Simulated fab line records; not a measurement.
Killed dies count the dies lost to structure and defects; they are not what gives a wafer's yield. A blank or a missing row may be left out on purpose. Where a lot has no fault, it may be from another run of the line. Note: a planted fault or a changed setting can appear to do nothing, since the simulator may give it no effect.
Comparing a struck lot with a sound one -- flow gf180mcu -- 44 steps out of a route of 602
Sound: wafers L838.1, L838.4, L838.5. Struck: wafer L843.2 (L843.1, L843.3, from the same lot, were not struck and are left out); the cause is given at the end.
At each step with rows: each side's tool, then ch and its chambers, then its first start. Under that, the readings that differ: sound wafers -- struck wafers -- difference of the means -- sigmas: that difference in standard deviations of wafers without a fault.
alike: same words and numbers on both sides, and readings whose means sit less than 2 such deviations apart. not compared: any withheld reading, any reading some wafer has no value for, any bound like >300 that may hide the same value, and any number with overlapping values for which the record gives no deviation.
Wherever a step has rows on one side only, a row that says differs or no value, or a row with sigmas, the two part there. Numbers that don't overlap but have no deviation are shown without sigmas and don't part them. A reading that every wafer of one side lacks parts them only if that side has two wafers or more.

first, 2 steps without rows for these wafers: GF_V2_STRIP_19 (strips in post etch residue remover, time 1200 s); GF_V2_CLEAN_20 (cleans in DIW).
GF_V2_SPUTTER_21: material Ti, target thk 15 nm, time 80.02 s.
  sound on pvdSputter-04 at day 20 22:16; struck on pvdSputter-04 at day 22 17:16
  alike: throttleValvePct
then, 2 steps without rows for these wafers: GF_V2_SPUTTER_22 (material TiN, target thk 10 nm, time 40 s); GF_V2_CVD_23 (deposits W, target thk 350 nm, time 104.94 s).
GF_V2_RS_MEAS_24: a four-point-probe measurement.
  sound on filmMetro-02 at day 20 22:29; struck on filmMetro-02 at day 22 17:29
reading,sound,struck,difference,sigmas
V2_W_RS (ohm/sq),0.329 0.331 0.329,0.320,-0.010,-3
GF_V2_THK_MEAS_25: measures by xrf.
  sound on filmMetro-02 at day 20 22:37; struck on filmMetro-02 at day 22 17:36
reading,sound,struck,difference,sigmas
V2_W_THK (nm),352 347 349,362,+13,+2
then, 1 step without rows for these wafers: GF_V2_CMP_26 (polishes, stops on SiO2, t overpolish 15 s, target thk 0 nm).
GF_M3_SPUTTER_00: material Ti, target thk 37.5 nm, time 150 s.
  sound on pvdSputter-02 at day 20 22:58; struck on pvdSputter-02 at day 22 17:58
  alike: throttleValvePct
GF_M3_SPUTTER_01: material TiN, target thk 30 nm, time 25 s.
  sound on pvdSputter-02 at day 20 23:04; struck on pvdSputter-02 at day 22 18:04
  alike: throttleValvePct
GF_M3_SPUTTER_02: material AlCu, target thk 450 nm, time 23.9 s.
  sound on pvdSputter-02 at day 20 23:06; struck on pvdSputter-02 at day 22 18:05
  alike: throttleValvePct
then, 1 step without rows for these wafers: GF_M3_SPUTTER_03 (material Ti, target thk 10 nm, time 6.7 s).
GF_M3_SPUTTER_04: material TiN, target thk 50 nm, time 41.7 s.
  sound on pvdSputter-02 at day 20 23:09; struck on pvdSputter-02 at day 22 18:09
reading,sound,struck,difference,sigmas
model.TiN_of_M3_SPUTTER_04.thkNm (nm),49.39 49.6 50.18,41.34,-8.38,
  alike: throttleValvePct
GF_M3_RS_MEAS_05: a four-point-probe measurement.
  sound on filmMetro-03 at day 20 23:11; struck on filmMetro-03 at day 22 18:11
  alike: M3_ALCU_RS
GF_M3_THK_MEAS_06: measures by xrf.
  sound on filmMetro-03 at day 20 23:19; struck on filmMetro-03 at day 22 18:18
reading,sound,struck,difference,sigmas
M3_ALCU_THK (nm),453 454 448,466,+14,+3
then, 7 steps without rows for these wafers: GF_M3_DEHYDRATE_07 (time 60 s); GF_M3_HMDS_08 (prime time 60 s); GF_M3_COAT_09 (resist thk 1000 nm); GF_M3_SOFTBAKE_10 (time 60 s); GF_M3_EXPOSE_11 (exposes mask Metal3, target cd 280 nm); GF_M3_PEB_12 (peb time 90 s); GF_M3_DEVELOP_13 (develop time 60 s).
GF_M3_CD_MEAS_14 targets a cd of 280 nm.
  sound on cdSem-01 at day 22 04:42; struck on cdSem-01 at day 23 17:08
  alike: cdNm
GF_M3_OVL_MEAS_15:
  sound on overlay-02 at day 22 04:49; struck on overlay-01 at day 23 17:16
  alike: M3_OVL
then, 5 steps without rows for these wafers: GF_M3_METAL_ETCH_16 (etches the open film in Cl2/BCl3, stops on SiO2, target depth 750.8 nm, time 125.1 s); GF_M3_STRIP_17 (strips in O2/N2); GF_M3_STRIP_18 (strips in post etch residue remover, time 1200 s); GF_M3_CLEAN_19 (cleans in DIW); GF_V3_CVD_00 (deposits SiO2, target thk 600 nm, time 100 s).
GF_V3_THK_MEAS_01:
  sound on filmMetro-01 at day 22 05:43; struck on filmMetro-03 at day 23 18:05
  alike: V3_CVD_00_THK
then, 1 step without rows for these wafers: GF_V3_CVD_02 (deposits SiO2 from TEOS, target thk 850 nm, time 94.851 s).
GF_V3_THK_MEAS_03:
  sound on filmMetro-02 at day 22 05:51; struck on filmMetro-03 at day 23 18:13
  alike: V3_CVD_02_THK
GF_V3_CMP_04: polishes SiO2.
  sound on cmp-02 ch 1,2, day 22 05:58; struck on cmp-01 ch 2, day 23 18:16
  alike: motorCurrentA, timeToEndpointS
GF_V3_BOW_MEAS_05:
  sound on filmMetro-03 at day 22 06:13; struck on filmMetro-03 at day 23 18:34
  alike: V3_BOW
then, 8 steps without rows for these wafers: GF_V3_DEHYDRATE_06 (time 60 s); GF_V3_HMDS_07 (prime time 60 s); GF_V3_COAT_08; GF_V3_COAT_09 (resist thk 1000 nm); GF_V3_SOFTBAKE_10 (time 60 s); GF_V3_EXPOSE_11 (exposes mask Via3, target cd 260 nm); GF_V3_PEB_12 (peb time 90 s); GF_V3_DEVELOP_13 (develop time 60 s).
GF_V3_STRIP_19: strips in post etch residue remover, time 1200 s.
  sound on wetBench-02 ch 1, day 23 05:02; struck on wetBench-04 ch 3, day 24 17:26
reading,sound,struck,difference,sigmas
model.TiN_of_M3_SPUTTER_04.thkNm (nm),48.56 48.77 49.34,40.5,-8.4,
GF_PASSIVATION_PROBE_99:
  sound wafers here have rows in the record (prober-01, day 29 17:05); struck ones have none

== WHERE THEY PART ==
Earliest at GF_V2_RS_MEAS_24; latest, in this record, at GF_PASSIVATION_PROBE_99.

WHY: what the simulator had put in
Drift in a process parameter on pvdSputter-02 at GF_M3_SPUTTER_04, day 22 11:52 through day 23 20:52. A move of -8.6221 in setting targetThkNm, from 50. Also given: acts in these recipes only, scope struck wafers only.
